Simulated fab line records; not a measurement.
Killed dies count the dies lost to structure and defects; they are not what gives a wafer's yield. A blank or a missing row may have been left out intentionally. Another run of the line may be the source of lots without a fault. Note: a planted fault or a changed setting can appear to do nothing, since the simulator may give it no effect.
fab line records	flow gf180mcu
record lots=14	wafers=42	last_day=34
route steps=602 shown VT_IMPLANT@121 HV_LDD@184
lots that met no fault: taken from a fault-free run of the same line
start_h: hours from the record's first day to the start of the lot's first wafer shown	wait_h: hours elapsed since this lot's preceding step	" repeats the value in the row above	L1.1+2: a row that stands for several wafers	- no value, or no start was given	* or withheld: withheld	< > ~ a bound
route shown NAME@n: names a module that has steps shown in the file, with the first one's number in the route	usual: mean/standard deviation taken from wafers without a fault	same: alike in all rows	chamber/n: place in a boat	sites: the reading at each site	_std_site: their standard deviation	_edge_site: the outer-site mean with the inner-site mean subtracted	radius_mm: for every site, how far away it sits from the centre of the wafer	mask NAME#n: copy n	behind: the tool/chamber that last shaped the wafer	hold: reason for holding the lot/hours on hold/outcome of the hold	device: the n, p or np transistor that did not switch	end of line: tests run on the same wafers once the route is complete	where a step has no rows: the recipe by itself	killed: count of dies lost to structure and defects at first sort (not the wafer's yield)	map: dies across one wafer; x = killed, . = not, _ = none there
set.NAME: the setting that was run; set.NAME@STEP: the one run at that earlier step	model.NAME: the simulator's own value behind a step, which no gauge read
one table for each step of the route and one row for each wafer, over a sample of lots
services: when a tool's chamber went out of use (start_h, in hours from the record's first day, below 0 if earlier), for how many hours, and the reason
## steps
# step GF_VT_IMPLANT_STRIP_31
# recipe chemistry=O2/N2	power_w=1400	pressure_mtorr=1500	platen_temp_c=250	o2_flow_sccm=3000	n2_flow_sccm=300	overash_fraction=0.5
# usual drypump_motor_current_A=5.4/0.56	heater_power_w=347/25	o2_flow_sccm=3000/9.2	oes_product_au=0.716/0.0047	strip_time_to_endpoint_s=12.64/0.033
lot.wafer	tool	chamber	start_h	wait_h	drypump_motor_current_A	heater_power_w	o2_flow_sccm	oes_product_au	rf_hours_counter_h	strip_time_to_endpoint_s
L613.3	plasma_asher-01	1	152.14	0.1	5.1	389	3005	0.713	-	12.62
L613.4	"	0	"	"	6.1	332	3003	0.724	-	12.59
L613.6	"	0	"	"	6.1	333	3007	0.713	-	12.65
L616.2	plasma_asher-01	0	166.96	0.1	6.1	336	3015	0.707	30	12.62
L616.3	"	0	"	"	6.1	333	3006	0.718	-	12.60
L616.5	"	0	"	"	6.1	339	3000	0.713	-	12.59
L618.3	plasma_asher-02	1	174.15	0.1	4.7	351	3008	0.718	-	12.69
L618.4	"	0	"	"	5.1	360	2996	0.718	-	12.71
L618.5	"	1	"	"	4.6	353	3011	0.723	-	12.67
L621.3	plasma_asher-01	1	196.09	0.1	5.1	380	2996	0.723	-	12.64
L621.4	"	0	"	"	6.1	330	2978	0.717	-	12.65
L621.5	"	1	"	"	5.1	379	3015	0.709	-	12.68
L623.2	plasma_asher-02	0	208.21	0.1	5.1	356	3000	0.709	59	12.68
L623.3	"	1	"	"	4.7	350	3003	0.714	-	12.65
L623.4	"	0	"	"	5.1	355	3008	0.719	-	12.65
L625.1	plasma_asher-03	1	222.80	0.1	5.5	324	3012	0.709	11	12.68
L625.3	"	0	"	"	6.2	308	2998	0.716	-	12.63
L625.6	"	1	"	"	5.5	317	2993	0.720	-	12.66
L626.1	plasma_asher-02	1	230.55	0.1	4.6	346	2987	0.710	61	12.61
L626.5	"	1	"	"	4.6	339	2999	0.720	-	12.65
L626.6	"	0	"	"	5.1	351	2996	0.710	-	12.65
L627.3	plasma_asher-03	1	236.23	0.1	5.5	320	2997	0.720	-	12.59
L627.4	"	0	"	"	6.2	314	2994	0.719	-	12.60
L627.5	"	0	"	"	6.2	317	2998	0.711	-	12.61
L628.2	plasma_asher-03	0	238.22	0.1	6.2	309	3001	0.710	13	12.66
L628.4	"	0	"	"	6.2	300	3013	0.718	-	12.68
L628.5	"	0	"	"	6.2	311	3018	0.719	-	12.65
L630.1	plasma_asher-03	0	251.11	0.1	6.2	319	3000	0.716	14	12.60
L630.2	"	1	"	"	5.5	331	3003	0.727	14	12.57
L630.3	"	1	"	"	5.5	334	2997	0.717	-	12.60
L631.1	plasma_asher-01	1	258.17	0.1	5.1	389	2993	0.712	40	12.66
L631.2	"	0	"	"	6.1	338	3010	0.715	40	12.64
L631.5	"	1	"	"	5.1	383	2991	0.710	-	12.68
L632.2	plasma_asher-01	0	266.42	0.1	6.1	339	3006	0.720	41	12.66
L632.3	"	0	"	"	6.1	334	3001	0.710	-	12.63
L632.5	"	1	"	"	5.1	377	2992	0.716	-	12.63
L634.1	plasma_asher-01	0	279.50	0.1	6.1	341	2989	0.717	42	12.60
L634.2	"	1	"	"	5.1	395	3005	0.721	42	12.66
L634.4	"	1	"	"	5.1	370	3016	0.715	-	12.60
L636.1	plasma_asher-02	0	292.57	0.1	5.1	359	2999	0.705	65	12.61
L636.2	"	1	"	"	4.6	346	3001	0.712	65	12.58
L636.5	"	0	"	"	5.1	361	2995	0.715	-	12.63
# step GF_HV_LDD_OVL_MEAS_08
# usual HV_LDD_OVL=0.2/1.3
lot.wafer	tool	chamber	start_h	wait_h	HV_LDD_OVL[nm]
L613.3	overlay-01	-	227.06	0.1	3.0
L613.4	"	-	"	"	2.9
L613.6	"	-	"	"	0.7
L616.2	overlay-01	-	243.91	0.1	-1.5
L616.3	"	-	"	"	-0.9
L616.5	"	-	"	"	-0.5
L618.3	overlay-01	-	251.70	0.1	-0.7
L618.4	"	-	"	"	-1.1
L618.5	"	-	"	"	-0.5
L621.3	overlay-02	-	277.75	0.1	1.4
L621.4	"	-	"	"	1.9
L621.5	"	-	"	"	0.2
L623.2	overlay-02	-	295.12	0.1	0.1
L623.3	"	-	"	"	0.5
L623.4	"	-	"	"	-0.2
L625.1	overlay-01	-	308.05	0.1	2.1
L625.3	"	-	"	"	1.2
L625.6	"	-	"	"	1.1
L626.1	overlay-02	-	318.14	0.1	-0.5
L626.5	"	-	"	"	0.9
L626.6	"	-	"	"	0.5
L627.3	overlay-02	-	322.68	0.1	0.2
L627.4	"	-	"	"	1.3
L627.5	"	-	"	"	-0.7
L628.2	overlay-01	-	325.55	0.1	-1.2
L628.4	"	-	"	"	-0.7
L628.5	"	-	"	"	1.7
L630.1	overlay-02	-	340.45	0.1	2.8
L630.2	"	-	"	"	1.6
L630.3	"	-	"	"	1.5
L631.1	overlay-01	-	347.37	0.1	1.6
L631.2	"	-	"	"	-0.1
L631.5	"	-	"	"	0.4
L632.2	overlay-02	-	360.32	0.1	1.7
L632.3	"	-	"	"	1.0
L632.5	"	-	"	"	0.2
L634.1	overlay-01	-	372.19	0.1	-0.3
L634.2	"	-	"	"	-1.2
L634.4	"	-	"	"	-0.9
L636.1	overlay-02	-	386.21	0.1	-0.3
L636.2	"	-	"	"	1.3
L636.5	"	-	"	"	-2.2
# step GF_HV_LDD_IMPLANT_21
# recipe species=BF2	energy_kev=25	dose_cm2=5e+13	tilt_deg=7
# usual dose_ions_cm2=4.998e+13/5.9e+10
lot.wafer	tool	chamber	start_h	wait_h	dose_ions_cm2
L613.3	implanter-03	0	245.54	0.1	5.002e+13
L613.4	"	0	"	"	4.999e+13
L613.6	"	0	"	"	5.008e+13
L616.2	implanter-04	0	263.58	0.0	4.993e+13
L616.3	"	0	"	"	5.003e+13
L616.5	"	0	"	"	5.003e+13
L618.3	implanter-01	0	270.28	0.1	5.006e+13
L618.4	"	0	"	"	5e+13
L618.5	"	0	"	"	4.993e+13
L621.3	implanter-04	0	297.50	0.1	5.137e+13
L621.4	"	0	"	"	5.148e+13
L621.5	"	0	"	"	5.147e+13
L623.2	implanter-04	0	316.00	0.0	5.143e+13
L623.3	"	0	"	"	5.146e+13
L623.4	"	0	"	"	5.14e+13
L625.1	implanter-04	0	329.03	0.0	5.143e+13
L625.3	"	0	"	"	5.155e+13
L625.6	"	0	"	"	5.157e+13
L626.1	implanter-01	0	339.69	0.0	4.986e+13
L626.5	"	0	"	"	4.999e+13
L626.6	"	0	"	"	5e+13
L627.3	implanter-01	0	344.33	0.1	4.994e+13
L627.4	"	0	"	"	4.998e+13
L627.5	"	0	"	"	4.992e+13
L628.2	implanter-01	0	347.31	0.0	5.004e+13
L628.4	"	0	"	"	5.001e+13
L628.5	"	0	"	"	5.003e+13
L630.1	implanter-01	0	362.75	0.0	5.006e+13
L630.2	"	0	"	"	4.999e+13
L630.3	"	0	"	"	4.998e+13
L631.1	implanter-01	0	369.63	0.0	4.997e+13
L631.2	"	0	"	"	4.996e+13
L631.5	"	0	"	"	4.987e+13
L632.2	implanter-04	0	383.70	0.0	5.005e+13
L632.3	"	0	"	"	5.007e+13
L632.5	"	0	"	"	5.009e+13
L634.1	implanter-03	0	395.48	0.0	4.996e+13
L634.2	"	0	"	"	5e+13
L634.4	"	0	"	"	5.004e+13
L636.1	implanter-03	0	409.63	0.0	4.995e+13
L636.2	"	0	"	"	4.99e+13
L636.5	"	0	"	"	4.996e+13
# step GF_HV_LDD_RTA_52
# recipe temp_c=1000	time_s=10	ambient=N2
# usual lamp_power_pct=27/3.5	wafer_temp_C_max=1005.2/1.2
lot.wafer	tool	chamber	start_h	wait_h	lamp_power_pct	wafer_temp_C_max
L613.3	rtp_anneal-01	0	285.21	0.0	25	1005.3
L613.4	"	0	"	"	25	1004.0
L613.6	"	0	"	"	25	1004.1
L616.2	rtp_anneal-01	0	305.00	0.0	25	1004.9
L616.3	"	0	"	"	25	1003.8
L616.5	"	0	"	"	25	1003.5
L618.3	rtp_anneal-02	0	311.32	0.0	32	1006.6
L618.4	"	0	"	"	32	1006.0
L618.5	"	0	"	"	32	1006.9
L621.3	rtp_anneal-01	0	339.67	0.0	25	1005.3
L621.4	"	0	"	"	25	1003.9
L621.5	"	0	"	"	25	1004.2
L623.2	rtp_anneal-02	0	359.46	0.0	32	1007.3
L623.3	"	0	"	"	32	1006.9
L623.4	"	0	"	"	32	1004.8
L625.1	rtp_anneal-01	0	373.85	0.0	25	1004.0
L625.3	"	0	"	"	25	1005.9
L625.6	"	0	"	"	25	1005.4
L626.1	rtp_anneal-01	0	384.80	0.0	25	1005.6
L626.5	"	0	"	"	25	1004.2
L626.6	"	0	"	"	25	1007.3
L627.3	rtp_anneal-02	0	390.52	0.0	32	1005.7
L627.4	"	0	"	"	32	1005.8
L627.5	"	0	"	"	32	1004.6
L628.2	rtp_anneal-02	0	393.30	0.0	32	1005.7
L628.4	"	0	"	"	32	1004.7
L628.5	"	0	"	"	32	1004.6
L630.1	rtp_anneal-01	0	409.74	0.0	25	1005.2
L630.2	"	0	"	"	25	1004.9
L630.3	"	0	"	"	25	1005.3
L631.1	rtp_anneal-01	0	417.61	0.0	25	1004.8
L631.2	"	0	"	"	25	1004.7
L631.5	"	0	"	"	25	1004.9
L632.2	rtp_anneal-02	0	431.70	0.0	32	1006.4
L632.3	"	0	"	"	32	1004.5
L632.5	"	0	"	"	32	1009.4
L634.1	rtp_anneal-01	0	445.04	0.0	25	1005.4
L634.2	"	0	"	"	25	1005.1
L634.4	"	0	"	"	25	1004.0
L636.1	rtp_anneal-01	0	459.48	0.0	25	1006.1
L636.2	"	0	"	"	25	1004.9
L636.5	"	0	"	"	25	1005.4
## services
tool	chamber	start_h	hours	kind
rtp_anneal-01	-	128.94	4.2	pm
implanter-01	-	184.75	1.2	repair
implanter-03	-	191.61	3.4	repair
implanter-04	-	201.52	1.8	repair
implanter-01	-	207.64	3.5	pm
implanter-04	-	236.02	1.6	repair
plasma_asher-02	-	245.23	14.6	pm
plasma_asher-02	-	268.67	2.8	pm
implanter-03	-	272.40	6.3	pm
plasma_asher-02	-	280.43	8.7	repair
implanter-03	-	296.96	4.3	pm
implanter-01	-	299.78	2.7	pm
plasma_asher-03	-	352.60	9.5	repair
plasma_asher-03	-	390.03	10.4	repair
implanter-04	-	391.62	2.0	repair
implanter-03	-	418.82	5.2	repair
implanter-01	-	425.85	1.6	repair
## key
first_sign step=GF_HV_LDD_IMPLANT_21	reading=dose_ions_cm2	direction=up	sigmas=25	usual=4.998e+13	struck=5.146e+13
effect none on later readings
met_at GF_HV_LDD_IMPLANT_21
struck_lots L621,L623,L625
tester_left_out L621,L623,L625
not_acting_at GF_VT_IMPLANT_STRIP_31,GF_HV_LDD_OVL_MEAS_08,GF_HV_LDD_RTA_52
onset_between 263.58 297.50
fault kind=process_parameter_drift	tool=implanter-04	chamber=-	onset_h=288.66	steps=GF_HV_LDD_IMPLANT_21	channel=dose_cm2	offset=1.4602e+12	shape=step	end_h=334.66	acts_in=these_recipes_only	stated=5e+13
# tester_left_out: of these lots the tester's yield and bins aren't shown, on N5 and GAA mostly nor the transistor test; their killed dies are dies lost to structure and defects alone, not to doping, threshold or leakage, so they don't give the yield
